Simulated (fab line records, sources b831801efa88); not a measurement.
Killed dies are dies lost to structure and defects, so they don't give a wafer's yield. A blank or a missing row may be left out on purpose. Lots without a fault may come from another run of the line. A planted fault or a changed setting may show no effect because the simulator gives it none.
fab line records | flow sky130 | part 1 of 2: steps 1 to 26 of 36
record lots=5 wafers=15 last_day=50
route steps=708 shown METAL2@497 VIA2@507 METAL3@532
lots that met no fault: from a run of the same line without faults
start_h: hours from the record's first day to the start of the lot's first wafer shown | wait_h: hours since the lot's step before | " the same as in the row above | L1.1+2: a row that stands for several wafers | - no value, or no start given | * or withheld: withheld | < > ~ a bound
route shown NAME@n: a module of which the file shows steps, and the number in the route of the first | usual: mean/standard deviation of fault-free wafers | same: alike in all rows | chamber/n: place in a boat | sites: the reading at each site | _std_site: their standard deviation | _edge_site: outer sites' mean less inner sites' | radius_mm: how far each site lies from the wafer's centre | mask NAME#n: copy n | behind: the tool/chamber that last shaped the wafer | hold: why the lot was held/for how many hours/how that ended | device: the transistor (n, p or np) that didn't switch | end of line: the same wafers' tests at the end of the route | a step without rows: its recipe alone | killed: dies lost to structure and defects at the first sort, not the wafer's yield | map: a wafer's dies, x killed, . not, _ none there
set.NAME: the setting as run; set.NAME@STEP: as run at that earlier step | model.NAME: the simulator's own value behind a step, which no gauge read
lots at some steps of the route; a table a step, a row a wafer
services: from which hour (start_h, from the record's first day; less than 0 if before it) a tool's chamber was out of use, for how many hours, and why
## steps
# step SKY_METAL2_DEVELOP_14
# recipe develop_time_s=60 resist=KrF-thick dev_temp_c=21
# columns lot.wafer tool chamber start_h wait_h
L075.1+3+6 litho_track-03 0 - -
L083.1+5+6 litho_track-03 0 - -
L088.1+4+5 litho_track-01 0 - -
L093.1+3+4 litho_track-02 0 - -
L097.1+3+4 litho_track-03 0 - -
# step SKY_METAL2_CD_MEAS_15
# recipe target_cd_nm=140
# usual cd_nm=140.7/1.4
# columns lot.wafer tool chamber start_h wait_h cd_nm
L075.1 cd_sem-01 - 851.80 - 140.5
L075.3 " - " " 139.7
L075.6 " - " " 140.8
L083.1 cd_sem-01 - 898.20 - 139.7
L083.5 " - " " 140.9
L083.6 " - " " 141.1
L088.1 cd_sem-01 - 933.04 - 143.8
L088.4 " - " " 142.5
L088.5 " - " " 144.2
L093.1 cd_sem-01 - 964.77 - 139.5
L093.3 " - " " 140.8
L093.4 " - " " 138.6
L097.1 cd_sem-02 - 984.85 - 142.7
L097.3 " - " " 142.5
L097.4 " - " " 141.2
# step SKY_METAL2_OVL_MEAS_16
# usual METAL2_OVL=-4/6.2
# columns lot.wafer tool chamber start_h wait_h METAL2_OVL[nm]
L075.1 overlay-01 - 851.92 0.1 0
L075.3 " - " " -3
L075.6 " - " " -2
L083.1 overlay-02 - 898.32 0.1 0
L083.5 " - " " -4
L083.6 " - " " -4
L088.1 overlay-02 - 933.16 0.1 0
L088.4 " - " " 8
L088.5 " - " " -1
L093.1 overlay-02 - 964.89 0.1 -1
L093.3 " - " " -2
L093.4 " - " " 3
L097.1 overlay-01 - 984.97 0.1 -14
L097.3 " - " " -13
L097.4 " - " " -1
# step SKY_METAL2_DESCUM_17
# recipe chemistry=O2 source_power_w=150 bias_power_w=0 pressure_mtorr=10 temp_c=40 time_s=8
# usual drypump_motor_current_A=5.9/0.36 oes_product_au=0.997/0.012 temp_c=39.99/0.11
# columns lot.wafer tool chamber start_h wait_h drypump_motor_current_A oes_product_au rf_hours_counter_h temp_c
L075.1 rie_metal-02 1 851.96 0.0 5.6 1.009 14 40.03
L075.3 " 0 " " 6.3 0.994 - 40.11
L075.6 " 0 " " 6.3 0.994 - 40.02
L083.1 rie_metal-02 0 898.36 0.0 6.3 0.981 4 39.95
L083.5 " 1 " " 5.6 1.011 - 39.85
L083.6 " 0 " " 6.3 0.987 - 40.13
L088.1 rie_metal-02 0 933.20 0.0 6.3 0.999 6 39.88
L088.4 " 0 " " 6.3 0.979 - 40.06
L088.5 " 0 " " 6.3 0.985 - 39.99
L093.1 rie_metal-02 1 964.92 0.0 5.6 1.008 2 39.96
L093.3 " 0 " " 6.3 1.002 - 39.79
L093.4 " 1 " " 5.6 1.003 - 39.87
L097.1 rie_metal-01 0 985.01 0.0 5.5 1.021 5 39.97
L097.3 " 0 " " 5.5 1.010 - 40.02
L097.4 " 1 " " 6.0 0.989 - 40.12
# step SKY_METAL2_ETCH_18
# recipe chemistry=N2/H2 target=BARC ion_energy_ev=200 bias_w=100 pressure_mtorr=30 n2_flow_sccm=100 h2_flow_sccm=200 icp_w=500 stop_on=SiO2 time_s=45.9 target_depth_a=600
# usual drypump_motor_current_A=5.9/0.36 oes_product_au=0.855/0.0047 throttle_valve_pct=13.225/0.0095
# columns lot.wafer tool chamber start_h wait_h drypump_motor_current_A oes_product_au rf_hours_counter_h throttle_valve_pct
L075.1 rie_metal-02 1 851.99 0.0 5.6 0.858 14 13.209
L075.3 " 0 " " 6.3 0.851 - 13.220
L075.6 " 0 " " 6.3 0.848 - 13.226
L083.1 rie_metal-02 0 898.39 0.0 6.3 0.853 4 13.218
L083.5 " 1 " " 5.6 0.857 - 13.226
L083.6 " 0 " " 6.3 0.858 - 13.235
L088.1 rie_metal-02 0 933.26 0.1 6.3 0.862 6 13.225
L088.4 " 0 " " 6.3 0.857 - 13.220
L088.5 " 0 " " 6.3 0.863 - 13.220
L093.1 rie_metal-02 1 964.95 0.0 5.6 0.858 2 13.226
L093.3 " 0 " " 6.3 0.853 - 13.226
L093.4 " 1 " " 5.6 0.851 - 13.227
L097.1 rie_metal-01 0 985.04 0.0 5.5 0.859 5 13.220
L097.3 " 0 " " 5.5 0.856 - 13.214
L097.4 " 1 " " 6.0 0.852 - 13.249
# step SKY_METAL2_METAL_ETCH_19
# recipe target_depth_a=3600 stop_on=SiO2 over_etch_frac=0.3 time_s=78 chemistry=Cl2/BCl3 resist_sidewall_deg=88 pressure_mtorr=10 icp_w=900 bias_w=48.5 Cl2_flow_sccm=60 bcl3_flow_sccm=30
# usual drypump_motor_current_A=5.9/0.36 mfc_cl2_sccm=59.97/0.21 oes_product_au=0.854/0.0061 throttle_valve_pct=22.263/0.0087
# columns lot.wafer tool chamber start_h wait_h drypump_motor_current_A mfc_cl2_sccm oes_product_au rf_hours_counter_h throttle_valve_pct
L075.1 rie_metal-02 1 852.05 0.0 5.6 59.93 0.848 14 22.252
L075.3 " 0 " " 6.3 59.98 0.858 - 22.260
L075.6 " 0 " " 6.3 59.71 0.843 - 22.261
L083.1 rie_metal-02 0 898.45 0.0 6.3 60.24 0.854 4 22.265
L083.5 " 1 " " 5.5 59.79 0.852 - 22.248
L083.6 " 0 " " 6.3 59.87 0.853 - 22.268
L088.1 rie_metal-02 0 933.39 0.1 6.3 59.43 0.852 6 22.260
L088.4 " 0 " " 6.3 59.93 0.850 - 22.264
L088.5 " 0 " " 6.3 59.75 0.849 - 22.256
L093.1 rie_metal-02 1 965.02 0.0 5.6 59.89 0.858 2 22.249
L093.3 " 0 " " 6.3 60.02 0.862 - 22.273
L093.4 " 1 " " 5.6 60.09 0.844 - 22.262
L097.1 rie_metal-01 0 985.10 0.0 5.5 59.78 0.857 5 22.273
L097.3 " 0 " " 5.5 60.06 0.853 - 22.277
L097.4 " 1 " " 6.0 60.38 0.863 - 22.263
# step SKY_METAL2_STRIP_20
# recipe chemistry=O2/N2 power_w=1400 pressure_mtorr=1500 platen_temp_c=withheld o2_flow_sccm=3000 n2_flow_sccm=300 overash_fraction=0.5
# usual drypump_motor_current_A=5.6/0.39 oes_product_au=0.343/0.0047 strip_time_to_endpoint_s=2.71/0.051
# same overash_fraction=0.5
# columns lot.wafer tool chamber start_h wait_h drypump_motor_current_A oes_product_au rf_hours_counter_h strip_time_to_endpoint_s
L075.1 plasma_asher-04 1 852.14 0.1 6.3 0.330 75 2.60
L075.3 " 0 " " 5.9 0.349 - 2.68
L075.6 " 1 " " 6.3 0.344 - 2.71
L083.1 plasma_asher-01 0 898.54 0.1 5.2 0.348 16 2.71
L083.5 " 1 " " 5.7 0.342 - 2.67
L083.6 " 0 " " 5.2 0.344 - 2.72
L088.1 plasma_asher-04 0 933.57 0.1 5.9 0.345 83 2.72
L088.4 " 1 " " 6.3 0.341 - 2.73
L088.5 " 0 " " 6.0 0.350 - 2.74
L093.1 plasma_asher-04 1 965.11 0.1 6.3 0.349 87 2.68
L093.3 " 1 " " 6.3 0.343 - 2.71
L093.4 " 0 " " 6.0 0.329 - 2.69
L097.1 plasma_asher-04 0 985.19 0.1 6.0 0.342 89 2.65
L097.3 " 0 " " 6.0 0.346 - 2.59
L097.4 " 1 " " 6.3 0.346 - 2.74
# step SKY_METAL2_STRIP_21
# recipe chemistry=post_etch_residue_remover time_s=1200 temp_c=72.5
# usual temp_c=72.48/0.12
# columns lot.wafer tool chamber start_h wait_h temp_c
L075.1 wet_bench-04 3 852.24 0.1 72.22
L075.3 " 3 " " 72.29
L075.6 " 3 " " 72.22
L083.1 wet_bench-01 1 898.64 0.1 72.78
L083.5 " 1 " " 72.72
L083.6 " 1 " " 72.54
L088.1 wet_bench-04 2 933.67 0.1 72.53
L088.4 " 2 " " 72.70
L088.5 " 2 " " 72.51
L093.1 wet_bench-04 1 965.21 0.1 72.47
L093.3 " 1 " " 72.50
L093.4 " 1 " " 72.41
L097.1 wet_bench-02 0 985.29 0.1 72.57
L097.3 " 0 " " 72.63
L097.4 " 0 " " 72.50
# step SKY_METAL2_CLEAN_22
# recipe chemistry=IPA time_s=180 temp_c=25
# usual temp_c=25.01/0.096
# columns lot.wafer tool chamber start_h wait_h temp_c
L075.1 wet_bench-01 0 852.58 0.0 24.97
L075.3 " 0 " " 24.85
L075.6 " 0 " " 25.04
L083.1 wet_bench-02 0 898.98 0.0 25.05
L083.5 " 0 " " 25.02
L083.6 " 0 " " 24.90
L088.1 wet_bench-01 0 934.01 0.0 25.00
L088.4 " 0 " " 24.95
L088.5 " 0 " " 24.95
L093.1 wet_bench-01 0 965.55 0.0 25.04
L093.3 " 0 " " 25.01
L093.4 " 0 " " 24.98
L097.1 wet_bench-01 0 985.63 0.0 25.00
L097.3 " 0 " " 25.15
L097.4 " 0 " " 24.96
# step SKY_METAL2_CLEAN_23
# recipe chemistry=O3/DIW dry=n2_spin
# columns lot.wafer tool chamber start_h wait_h
L075.1+3+6 wet_bench-02 3 852.65 0.0
L083.1+5+6 wet_bench-04 2 899.04 0.0
L088.1+4+5 wet_bench-04 0 934.07 0.0
L093.1+3+4 wet_bench-02 1 965.61 0.0
L097.1+3+4 wet_bench-02 0 985.69 0.0
# step SKY_VIA2_HDPCVD_00
# recipe material=SiO2 target_thk_nm=1180 sigma_open_frac=0.3 time_s=196.7 temp_c=400 sih4_flow_sccm=60 pressure_mtorr=6
# usual susceptor_temp_C=399.99/0.24
# columns lot.wafer tool chamber start_h wait_h susceptor_temp_C
L075.1 hdpcvd-01 0 852.75 0.0 399.96
L075.3 " 2 " " 399.77
L075.6 " 0 " " 400.14
L083.1 hdpcvd-02 0 899.13 0.0 400.14
L083.5 " 1 " " 400.62
L083.6 " 0 " " 400.61
L088.1 hdpcvd-02 0 934.16 0.0 400.43
L088.4 " 0 " " 400.40
L088.5 " 0 " " 400.09
L093.1 hdpcvd-01 1 965.70 0.0 400.10
L093.3 " 2 " " 399.97
L093.4 " 2 " " 399.82
L097.1 hdpcvd-01 1 985.78 0.0 400.10
L097.3 " 0 " " 400.02
L097.4 " 1 " " 399.87
# step SKY_VIA2_THK_MEAS_01
# recipe reads=SiO2_of_VIA2_HDPCVD_00
# usual VIA2_HDPCVD_THK=1178/13
# columns lot.wafer tool chamber start_h wait_h VIA2_HDPCVD_THK[nm]
L075.1 film_metro-03 - 852.87 0.1 1186
L075.3 " - " " 1184
L075.6 " - " " 1185
L083.1 film_metro-03 - 899.32 0.1 1189
L083.5 " - " " 1171
L083.6 " - " " 1186
L088.1 film_metro-04 - 934.35 0.1 1186
L088.4 " - " " 1173
L088.5 " - " " 1200
L093.1 film_metro-04 - 965.83 0.1 1185
L093.3 " - " " 1170
L093.4 " - " " 1170
L097.1 film_metro-02 - 985.91 0.1 1182
L097.3 " - " " 1159
L097.4 " - " " 1191
# step SKY_VIA2_CMP_02
# recipe material=SiO2 down_force_psi=4 platen_rpm=60 pad_velocity_m_s=0.94248
# usual motor_current_A=12.0/1 slurry_filter_dp_kPa=13.51/0.14
# columns lot.wafer tool chamber start_h wait_h motor_current_A slurry_filter_dp_kPa
L075.3 cmp-02 1 852.98 0.1 13.2 13.65
L075.1 " 2 " " 11.4 13.43
L075.6 " 0 " " 11.7 13.50
L083.1 cmp-02 1 899.53 0.2 13.5 13.69
L083.6 " 2 " " 10.9 13.63
L083.5 " 3 " " 10.2 13.70
L088.1 cmp-01 2 934.41 0.1 12.2 13.43
L088.4 " 1 " " 12.3 13.28
L088.5 " 2 " " 12.0 13.38
L093.1 cmp-02 0 965.94 0.1 11.9 13.66
L093.4 " 1 " " 14.4 13.49
L093.3 " 2 " " 11.4 13.39
L097.3 cmp-01 1 985.97 0.0 12.4 13.42
L097.4 " 2 " " 12.5 13.62
L097.1 " 0 " " 12.4 13.46
# step SKY_VIA2_BOW_MEAS_03
# recipe mode=bow
# usual VIA2_BOW=84/7.8
# columns lot.wafer tool chamber start_h wait_h VIA2_BOW[um]
L075.1 film_metro-03 - 853.23 0.1 88
L075.3 " - " " 76
L075.6 " - " " 68
L083.1 film_metro-02 - 899.68 0.1 85
L083.5 " - " " 88
L083.6 " - " " 89
L088.1 film_metro-02 - 934.71 0.2 92
L088.4 " - " " 91
L088.5 " - " " 87
L093.1 film_metro-04 - 966.19 0.2 90
L093.3 " - " " 86
L093.4 " - " " 89
L097.1 film_metro-04 - 986.27 0.1 99
L097.3 " - " " 99
L097.4 " - " " 92
# step SKY_VIA2_DEHYDRATE_04
# recipe temp_c=200 time_s=60
# columns lot.wafer tool chamber start_h wait_h
L075.1+3+6 litho_track-04 0 865.43 12.2
L083.1+5+6 litho_track-02 0 912.36 12.7
L088.1+4+5 litho_track-02 0 945.11 10.4
L093.1+3+4 litho_track-04 0 976.63 10.4
L097.1+3+4 litho_track-03 0 996.75 10.5
# step SKY_VIA2_HMDS_05
# recipe prime_time_s=60 prime_temp_c=120
# usual prime_temp_c=119.99/0.12
# columns lot.wafer tool chamber start_h wait_h prime_temp_c
L075.1 litho_track-04 0 865.58 0.1 119.93
L075.3 " 0 " " 120.04
L075.6 " 0 " " 120.11
L083.1 litho_track-02 0 912.51 0.1 120.15
L083.5 " 0 " " 120.06
L083.6 " 0 " " 119.97
L088.1 litho_track-02 0 945.26 0.1 120.03
L088.4 " 0 " " 120.00
L088.5 " 0 " " 119.82
L093.1 litho_track-04 0 976.78 0.1 119.94
L093.3 " 0 " " 119.87
L093.4 " 0 " " 119.78
L097.1 litho_track-03 0 996.90 0.1 119.84
L097.3 " 0 " " 119.87
L097.4 " 0 " " 120.00
# step SKY_VIA2_COAT_06
# recipe resist=BARC temp_c=withheld time_s=withheld spin_rpm=3000 resist_thk_nm=60
# columns lot.wafer tool chamber start_h wait_h
L075.1+3+6 litho_track-04 0 865.73 0.1
L083.1+5+6 litho_track-02 0 912.66 0.1
L088.1+4+5 litho_track-02 0 945.41 0.1
L093.1+3+4 litho_track-04 0 976.93 0.1
L097.1+3+4 litho_track-03 0 997.05 0.1
# step SKY_VIA2_COAT_07
# recipe resist=KrF-thick spin_rpm=3000 resist_thk_nm=450
# columns lot.wafer tool chamber start_h wait_h
L075.1+3+6 litho_track-04 0 - -
L083.1+5+6 litho_track-02 0 - -
L088.1+4+5 litho_track-02 0 - -
L093.1+3+4 litho_track-04 0 - -
L097.1+3+4 litho_track-03 0 - -
# step SKY_VIA2_SOFTBAKE_08
# recipe temp_c=100 time_s=90 resist=KrF-thick
# columns lot.wafer tool chamber start_h wait_h
L075.1+3+6 litho_track-04 0 - -
L083.1+5+6 litho_track-02 0 - -
L088.1+4+5 litho_track-02 0 - -
L093.1+3+4 litho_track-04 0 - -
L097.1+3+4 litho_track-03 0 - -
# step SKY_VIA2_EXPOSE_09
# recipe mask_id=VIM2 na=0.8 source_shape=annular sigma_inner=0.55 sigma_outer=0.85 target_cd_nm=200 dose_mj=38
# columns lot.wafer tool chamber start_h wait_h mask
L075.1+3+6 krf_scanner-01 0 - - VIM2#0
L083.1+5+6 krf_scanner-01 0 - - VIM2#0
L088.1+4+5 krf_scanner-02 0 - - VIM2#0
L093.1+3+4 krf_scanner-02 0 - - VIM2#0
L097.1+3+4 krf_scanner-02 0 - - VIM2#0
# step SKY_VIA2_PEB_10
# recipe peb_temp_c=withheld peb_time_s=withheld resist=KrF-thick
# columns lot.wafer tool chamber start_h wait_h
L075.1+3+6 litho_track-02 0 - -
L083.1+5+6 litho_track-03 0 - -
L088.1+4+5 litho_track-03 0 - -
L093.1+3+4 litho_track-02 0 - -
L097.1+3+4 litho_track-03 0 - -
# step SKY_VIA2_DEVELOP_11
# recipe develop_time_s=60 resist=KrF-thick dev_temp_c=21.94
# columns lot.wafer tool chamber start_h wait_h
L075.1+3+6 litho_track-02 0 - -
L083.1+5+6 litho_track-03 0 - -
L088.1+4+5 litho_track-03 0 - -
L093.1+3+4 litho_track-02 0 - -
L097.1+3+4 litho_track-03 0 - -
# step SKY_VIA2_CD_MEAS_12
# recipe target_cd_nm=200
# usual cd_nm=199.7/1.5
# columns lot.wafer tool chamber start_h wait_h cd_nm
L075.1 cd_sem-02 - 880.17 - 199.7
L075.3 " - " " 198.3
L075.6 " - " " 198.8
L083.1 cd_sem-02 - 924.55 - 199.7
L083.5 " - " " 200.8
L083.6 " - " " 199.8
L088.1 cd_sem-02 - 959.10 - 200.4
L088.4 " - " " 198.4
L088.5 " - " " 200.3
L093.1 cd_sem-01 - 989.77 - 203.4
L093.3 " - " " 203.0
L093.4 " - " " 204.2
L097.1 cd_sem-02 - 1010.35 - 197.6
L097.3 " - " " 197.2
L097.4 " - " " 196.7
# step SKY_VIA2_OVL_MEAS_13
# usual VIA2_OVL=0/5.6
# columns lot.wafer tool chamber start_h wait_h VIA2_OVL[nm]
L075.1 overlay-01 - 880.29 0.1 -8
L075.3 " - " " -7
L075.6 " - " " -8
L083.1 overlay-01 - 924.67 0.1 -6
L083.5 " - " " -1
L083.6 " - " " -3
L088.1 overlay-01 - 959.22 0.1 9
L088.4 " - " " 10
L088.5 " - " " 5
L093.1 overlay-01 - 989.89 0.1 -1
L093.3 " - " " -1
L093.4 " - " " 5
L097.1 overlay-01 - 1010.47 0.1 7
L097.3 " - " " 6
L097.4 " - " " 5
# step SKY_VIA2_ETCH_14
# recipe chemistry=N2/H2 target=BARC ion_energy_ev=200 source_w=500 bias_w=100 pressure_mtorr=30 n2_flow_sccm=100 h2_flow_sccm=200 stop_on=SiO2 time_s=45.9 target_depth_a=600
# usual drypump_motor_current_A=6.0/0.42 oes_product_au=0.856/0.0053 throttle_valve_pct=13.225/0.0091
# columns lot.wafer tool chamber start_h wait_h drypump_motor_current_A oes_product_au rf_hours_counter_h throttle_valve_pct
L075.1 rie_diel-02 1 880.32 0.0 6.2 0.860 5 13.212
L075.3 " 0 " " 5.2 0.852 10 13.230
L075.6 " 3 " " 5.5 0.854 - 13.229
L083.1 rie_diel-03 0 924.71 0.0 6.5 0.853 25 13.224
L083.5 " 0 " " 6.5 0.856 - 13.225
L083.6 " 1 " " 6.3 0.851 - 13.224
L088.1 rie_diel-02 0 959.26 0.0 5.2 0.853 12 13.229
L088.4 " 2 " " 5.6 0.863 - 13.231
L088.5 " 1 " " 6.2 0.849 - 13.200
L093.1 rie_diel-01 1 989.92 0.0 5.6 0.850 21 13.205
L093.3 " 2 " " 6.5 0.847 19 13.237
L093.4 " 3 " " 6.1 0.861 13 13.214
L097.1 rie_diel-01 1 1010.51 0.0 5.6 0.852 22 13.225
L097.3 " 2 " " 6.5 0.859 20 13.230
L097.4 " 0 " " 6.2 0.856 25 13.237
# step SKY_VIA2_ETCH_15
# recipe target=SiO2 chemistry=C4F8/O2/Ar target_depth_nm=546 stop_on=TiN mask_material=KrF-thick source_w=1500 bias_w=1200 pressure_mtorr=40 c4f8_flow_sccm=withheld O2_flow_sccm=6 Ar_flow_sccm=300 time_s=84
# usual oes_product_au=0.940/0.0048
# columns lot.wafer tool chamber start_h wait_h oes_product_au rf_hours_counter_h
L075.1 rie_diel-02 1 880.36 0.0 0.942 5
L075.3 " 0 " " 0.942 10
L075.6 " 3 " " 0.937 -
L083.1 rie_diel-03 0 924.75 0.0 0.941 25
L083.5 " 0 " " 0.941 -
L083.6 " 1 " " 0.945 -
L088.1 rie_diel-02 0 959.30 0.0 0.939 12
L088.4 " 2 " " 0.944 -
L088.5 " 1 " " 0.945 -
L093.1 rie_diel-01 1 989.96 0.0 0.944 21
L093.3 " 2 " " 0.947 19
L093.4 " 3 " " 0.938 13
L097.1 rie_diel-01 1 1010.55 0.0 0.940 22
L097.3 " 2 " " 0.947 20
L097.4 " 0 " " 0.937 25
